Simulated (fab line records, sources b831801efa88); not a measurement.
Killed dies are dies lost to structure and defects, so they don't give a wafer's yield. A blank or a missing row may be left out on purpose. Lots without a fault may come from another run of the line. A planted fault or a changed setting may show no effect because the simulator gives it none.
Which tool did it? | flow gf180mcu | 24 lots, 72 wafers sampled, at 6 steps of a route of 602

WHAT THE GAUGES READ, wafer by wafer
GF_V2_THK_MEAS_25: measures by xrf. Usual: V2_W_THK 337 nm, standard deviation 4.9.
lot  | measured     | on            | V2_W_THK (nm) | flag
L074 | day 19 21:11 | film_metro-01 | 337 338 338   |
L075 | day 21 07:53 | film_metro-02 | 333 334 335   |
L076 | day 21 15:12 | film_metro-02 | 335 342 331   |
L077 | day 21 19:11 | film_metro-02 | 331 329 328   |
L078 | day 22 01:59 | film_metro-01 | 333 337 327   |
L079 | day 22 09:01 | film_metro-03 | 343 340 342   |
L080 | day 22 15:15 | film_metro-02 | 337 341 347   |
L081 | day 23 03:34 | film_metro-01 | 335 335 332   |
L083 | day 23 21:43 | film_metro-03 | 336 340 336   |
L082 | day 23 23:50 | film_metro-03 | 336 334 335   |
L084 | day 24 01:43 | film_metro-03 | 333 337 337   |
L085 | day 24 11:23 | film_metro-03 | 337 336 340   |
L086 | day 24 13:15 | film_metro-03 | 337 351 336   |
L087 | day 25 06:30 | film_metro-02 | 338 335 331   |
L088 | day 25 11:22 | film_metro-03 | 343 334 338   |
L089 | day 25 20:53 | film_metro-03 | 331 341 337   |
L090 | day 25 21:49 | film_metro-03 | 345 344 335   |
L091 | day 26 11:34 | film_metro-01 | 333 338 333   |
L092 | day 27 02:05 | film_metro-01 | 337 332 333   |
L093 | day 27 05:51 | film_metro-01 | 335 331 335   |
L094 | day 27 10:50 | film_metro-01 | 340 343 338   |
L095 | day 27 16:11 | film_metro-01 | 333 345 337   |
L096 | day 27 17:34 | film_metro-01 | 340 336 341   |
L097 | day 27 22:08 | film_metro-03 | 344 339 345   |

GF_M5_CD_MEAS_07: target cd 280 nm. Usual: cd_nm 279.4 nm, standard deviation 1.3.
lot  | measured     | on        | cd_nm (nm)        | flag
L074 | day 25 22:43 | cd_sem-01 | 278.7 279.3 278.9 |
L075 | day 27 02:46 | cd_sem-01 | 278.5 278.5 279.4 |
L076 | day 27 09:59 | cd_sem-02 | 276.0 278.2 277.2 |
L077 | day 27 12:43 | cd_sem-02 | 278.4 278.6 279.5 |
L078 | day 27 19:23 | cd_sem-01 | 279.7 280.8 279.4 |
L079 | day 28 00:17 | cd_sem-01 | 277.5 277.6 278.8 |
L080 | day 28 05:59 | cd_sem-02 | 278.9 279.6 279.7 |
L081 | day 28 17:38 | cd_sem-01 | 278.3 280.0 279.5 |
L083 | day 29 06:37 | cd_sem-01 | 278.7 278.9 279.3 |
L082 | day 29 08:58 | cd_sem-02 | 282.6 284.5 282.3 |
L084 | day 29 11:27 | cd_sem-02 | 279.5 279.4 279.4 |
L085 | day 29 20:26 | cd_sem-02 | 277.0 279.7 278.3 |
L086 | day 29 20:47 | cd_sem-01 | 279.6 279.6 279.0 |
L087 | day 30 11:50 | cd_sem-01 | 281.0 282.1 282.0 |
L088 | day 30 16:20 | cd_sem-02 | 279.3 278.7 280.0 |
L089 | day 31 00:56 | cd_sem-02 | 279.6 279.5 279.0 |
L090 | day 31 01:07 | cd_sem-02 | 281.6 280.3 281.8 |
L091 | day 31 13:17 | cd_sem-01 | 279.6 279.5 279.2 |
L092 | day 32 00:43 | cd_sem-02 | 278.1 278.9 279.0 |
L093 | day 32 03:53 | cd_sem-01 | 279.6 278.9 279.3 |
L094 | day 32 07:39 | cd_sem-02 | 280.3 279.7 280.2 |
L095 | day 32 14:05 | cd_sem-01 | 277.0 277.9 276.6 |
L096 | day 32 14:49 | cd_sem-02 | 279.3 280.4 279.4 |
L097 | day 32 17:31 | cd_sem-02 | 278.5 279.5 279.6 |

GF_V5_THK_MEAS_25: measures by xrf. Usual: V5_W_THK 334 nm, standard deviation 4.5.
lot  | measured     | on            | V5_W_THK (nm) | flag
L074 | day 26 21:53 | film_metro-02 | 342 337 341   |
L075 | day 28 02:16 | film_metro-02 | 340 339 335   |
L076 | day 28 08:04 | film_metro-04 | 334 333 333   |
L077 | day 28 11:18 | film_metro-04 | 328 336 336   |
L078 | day 28 17:46 | film_metro-02 | 332 337 335   |
L079 | day 28 21:38 | film_metro-03 | 338 345 335   |
L080 | day 29 03:50 | film_metro-04 | 331 332 328   |
L081 | day 29 15:32 | film_metro-04 | 331 330 329   |
L083 | day 30 03:54 | film_metro-04 | 333 330 331   |
L082 | day 30 07:36 | film_metro-04 | 334 331 333   |
L084 | day 30 09:08 | film_metro-02 | 339 338 339   |
L085 | day 30 17:45 | film_metro-04 | 331 330 330   |
L086 | day 30 17:59 | film_metro-04 | 333 329 333   |
L087 | day 31 08:12 | film_metro-04 | 342 335 337   |
L088 | day 31 12:50 | film_metro-03 | 338 341 339   |
L089 | day 31 20:50 | film_metro-03 | 338 333 339   |
L090 | day 31 21:49 | film_metro-04 | 330 333 332   |
L091 | day 32 09:08 | film_metro-04 | 330 332 328   |
L092 | day 32 20:56 | film_metro-04 | 332 329 327   |
L093 | day 32 22:11 | film_metro-04 | 335 330 335   |
L094 | day 33 02:00 | film_metro-02 | 337 340 342   |
L095 | day 33 08:49 | film_metro-04 | 334 331 329   |
L096 | day 33 09:32 | film_metro-03 | 340 337 338   |
L097 | day 33 12:23 | film_metro-02 | 340 344 338   |

GF_PASSIVATION_THK_MEAS_03. Usual: PASSIVATION_CVD_02_THK 700 nm, standard deviation 9.5.
lot  | measured     | on            | PASSIVATION_CVD_02_THK (nm) | flag
L074 | day 27 19:30 | film_metro-03 | 700 699 691                 |
L075 | day 28 22:41 | film_metro-03 | 694 711 708                 |
L076 | day 29 05:28 | film_metro-02 | 698 684 714                 |
L077 | day 29 08:14 | film_metro-02 | 696 703 701                 |
L078 | day 29 14:49 | film_metro-01 | 704 682 719                 |
L079 | day 29 18:38 | film_metro-01 | 688 711 709                 |
L080 | day 30 00:49 | film_metro-02 | 683 695 702                 |
L081 | day 30 12:41 | film_metro-02 | 699 695 711                 |
L083 | day 30 23:46 | film_metro-03 | 689 697 699                 |
L082 | day 31 02:50 | film_metro-01 | 687 700 700                 |
L084 | day 31 05:05 | film_metro-02 | 704 698 708                 |
L085 | day 31 13:53 | film_metro-03 | 709 692 710                 |
L086 | day 31 13:57 | film_metro-02 | 694 683 696                 |
L087 | day 32 03:12 | film_metro-01 | 701 718 710                 |
L088 | day 32 07:31 | film_metro-03 | 699 697 710                 |
L089 | day 32 15:11 | film_metro-03 | 695 703 687                 |
L090 | day 32 17:02 | film_metro-03 | 696 703 704                 |
L091 | day 33 02:43 | film_metro-03 | 688 704 708                 |
L092 | day 33 14:37 | film_metro-01 | 685 695 699                 |
L093 | day 33 15:49 | film_metro-01 | 693 705 699                 |
L094 | day 33 19:03 | film_metro-03 | 702 707 705                 |
L095 | day 34 02:01 | film_metro-03 | 698 702 710                 |
L096 | day 34 02:30 | film_metro-03 | 680 692 685                 |
L097 | day 34 05:13 | film_metro-03 | 703 701 713                 |

WHICH TOOL RAN EACH LOT (tool, then ch and the chambers of the sampled wafers, then the start)
lot  | GF_V3_CMP_26                  | GF_M5_STRIP_11
L074 | cmp-02 ch 0,1,3, day 22 01:22 | plasma_asher-04 ch 0,1, day 25 22:59
L075 | cmp-02 ch 0,2,3, day 23 09:19 | plasma_asher-02 ch 0,1, day 27 03:03
L076 | cmp-02 ch 1,2,3, day 23 16:37 | plasma_asher-04 ch 0,1, day 27 10:17
L077 | cmp-02 ch 1,3, day 23 20:07   | plasma_asher-02 ch 0,1, day 27 12:59
L078 | cmp-02 ch 1,2, day 24 02:34   | plasma_asher-04 ch 0,1, day 27 19:41
L079 | cmp-01 ch 0,1,3, day 24 08:07 | plasma_asher-02 ch 1, day 28 00:35
L080 | cmp-02 ch 0,1,2, day 24 15:25 | plasma_asher-04 ch 0,1, day 28 06:23
L081 | cmp-02 ch 0,2,3, day 25 03:20 | plasma_asher-02 ch 0,1, day 28 17:58
L083 | cmp-01 ch 0,1,3, day 25 20:50 | plasma_asher-02 ch 0,1, day 29 06:54
L082 | cmp-01 ch 0,2,3, day 25 22:11 | plasma_asher-02 ch 1, day 29 09:14
L084 | cmp-01 ch 1,2, day 26 00:05   | plasma_asher-03 ch 0,1, day 29 11:43
L085 | cmp-01 ch 0,1,2, day 26 09:16 | plasma_asher-03 ch 0,1, day 29 20:44
L086 | cmp-02 ch 2,3, day 26 11:04   | plasma_asher-04 ch 0,1, day 29 21:05
L087 | cmp-02 ch 1,2, day 27 02:51   | plasma_asher-04 ch 0,1, day 30 12:08
L088 | cmp-01 ch 0,1,2, day 27 08:38 | plasma_asher-02 ch 0,1, day 30 16:38
L089 | cmp-02 ch 0,2, day 27 17:13   | plasma_asher-02 ch 0,1, day 31 01:13
L090 | cmp-01 ch 0,2,3, day 27 17:29 | plasma_asher-04 ch 0,1, day 31 01:24
L091 | cmp-02 ch 1,2, day 28 06:53   | plasma_asher-04 ch 0,1, day 31 13:35
L092 | cmp-01 ch 2,3, day 28 20:19   | plasma_asher-04 ch 0,1, day 32 01:06
L093 | cmp-02 ch 0,1,2, day 29 00:00 | plasma_asher-02 ch 0,1, day 32 04:17
L094 | cmp-01 ch 0,1, day 29 04:51   | plasma_asher-02 ch 0,1, day 32 08:02
L095 | cmp-02 ch 2,3, day 29 09:34   | plasma_asher-04 ch 0,1, day 32 14:24
L096 | cmp-01 ch 0,2,3, day 29 11:47 | plasma_asher-03 ch 0,1, day 32 15:13
L097 | cmp-02 ch 0,1, day 29 15:43   | plasma_asher-04 ch 0,1, day 32 17:47
- GF_V3_CMP_26: polishes, stops on SiO2, t overpolish 15 s, target thk 0 nm.
- GF_M5_STRIP_11: strips in O2/N2.

WHAT THE TOOLS THEMSELVES READ (means of the sampled wafers that have a number; where no wafer has one, the mark that the record gives instead)
GF_V3_CMP_26. Usual: motor_current_A 10.7 A, standard deviation 0.85; overpolish_run_s 15.000 s, standard deviation 0.009; time_to_endpoint_s 86 s, standard deviation 3.7.
lot  | tool   | motor_current_A (A) | overpolish_run_s (s) | time_to_endpoint_s (s) | flag
L074 | cmp-02 | 10.2                | 15.008               | 85                     |
L075 | cmp-02 | 10.8                | 15.007               | 87                     |
L076 | cmp-02 | 11.1                | 14.998               | 85                     |
L077 | cmp-02 | 10.1                | 14.995               | 86                     |
L078 | cmp-02 | 11.1                | 15.003               | 85                     |
L079 | cmp-01 | 10.4                | 14.996               | 87                     |
L080 | cmp-02 | 10.9                | 14.996               | 86                     |
L081 | cmp-02 | 11.0                | 14.999               | 86                     |
L083 | cmp-01 | 10.6                | 15.005               | 88                     |
L082 | cmp-01 | 10.6                | 14.991               | 86                     |
L084 | cmp-01 | 10.6                | 15.001               | 91                     |
L085 | cmp-01 | 10.4                | 14.998               | 86                     |
L086 | cmp-02 | 11.1                | 15.006               | 88                     |
L087 | cmp-02 | 11.7                | 15.006               | 90                     |
L088 | cmp-01 | 10.7                | 15.000               | 87                     |
L089 | cmp-02 | 11.7                | 14.998               | 86                     |
L090 | cmp-01 | 10.6                | 14.998               | 86                     |
L091 | cmp-02 | 11.3                | 14.998               | 89                     |
L092 | cmp-01 | 10.6                | 14.994               | 87                     |
L093 | cmp-02 | 11.0                | 15.009               | 89                     |
L094 | cmp-01 | 10.4                | 14.991               | 80                     |
L095 | cmp-02 | 11.5                | 14.999               | 89                     |
L096 | cmp-01 | 10.7                | 14.994               | 84                     |
L097 | cmp-02 | 10.0                | 15.005               | 87                     |

GF_M5_STRIP_11. Usual: drypump_motor_current_A 5.7 A, standard deviation 0.56; heater_power_w 321 W, standard deviation 21; oes_product_au 0.543 a.u., standard deviation 0.0048; strip_time_to_endpoint_s 7.52 s, standard deviation 0.052.
lot  | tool            | drypump_motor_current_A (A) | heater_power_w (W) | oes_product_au (a.u.) | strip_time_to_endpoint_s (s) | flag
L074 | plasma_asher-04 | 5.5                         | 314                | 0.542                 | 7.46                         |
L075 | plasma_asher-02 | 6.1                         | 314                | 0.542                 | 7.51                         |
L076 | plasma_asher-04 | 5.5                         | 312                | 0.546                 | 7.54                         |
L077 | plasma_asher-02 | 6.1                         | 316                | 0.534                 | 7.44                         |
L078 | plasma_asher-04 | 5.4                         | 310                | 0.547                 | 7.56                         |
L079 | plasma_asher-02 | 6.6                         | 300                | 0.542                 | 7.51                         |
L080 | plasma_asher-04 | 5.4                         | 315                | 0.549                 | 7.55                         |
L081 | plasma_asher-02 | 5.7                         | 325                | 0.547                 | 7.47                         |
L083 | plasma_asher-02 | 5.7                         | 322                | 0.536                 | 7.45                         |
L082 | plasma_asher-02 | 6.6                         | 302                | 0.546                 | 7.56                         |
L084 | plasma_asher-03 | 6.5                         | 358                | 0.542                 | 7.50                         |
L085 | plasma_asher-03 | 6.2                         | 361                | 0.540                 | 7.49                         |
L086 | plasma_asher-04 | 5.5                         | 309                | 0.543                 | 7.52                         |
L087 | plasma_asher-04 | 5.5                         | 311                | 0.546                 | 7.53                         |
L088 | plasma_asher-02 | 6.2                         | 316                | 0.543                 | 7.58                         |
L089 | plasma_asher-02 | 6.2                         | 313                | 0.544                 | 7.46                         |
L090 | plasma_asher-04 | 5.3                         | 312                | 0.540                 | 7.52                         |
L091 | plasma_asher-04 | 5.5                         | 312                | 0.547                 | 7.58                         |
L092 | plasma_asher-04 | 5.4                         | 307                | 0.540                 | 7.52                         |
L093 | plasma_asher-02 | 6.1                         | 305                | 0.546                 | 7.59                         |
L094 | plasma_asher-02 | 6.2                         | 304                | 0.544                 | 7.56                         |
L095 | plasma_asher-04 | 5.3                         | 318                | 0.542                 | 7.47                         |
L096 | plasma_asher-03 | 6.5                         | 356                | 0.545                 | 7.52                         |
L097 | plasma_asher-04 | 5.3                         | 316                | 0.544                 | 7.43                         |

THE ANSWER, worked out from the rows above alone
Rule: a lot is off if the mean of its wafers that have a number lies more than 3 standard deviations from the usual mean. A lot without any number at a reading at which 4 lots or more have one is off too. The other lots that the step has rows for count as sound. The gauges are gone through in route order, then the tools' own readings, and for those a lot's mean is taken as printed above. The first step at which some lot is off is used, and at that step the reading that is off furthest; a lot without a number counts as furthest.
No lot is off at any reading shown: from this, nothing can be told.

WHAT THE SIMULATOR HAD PUT IN
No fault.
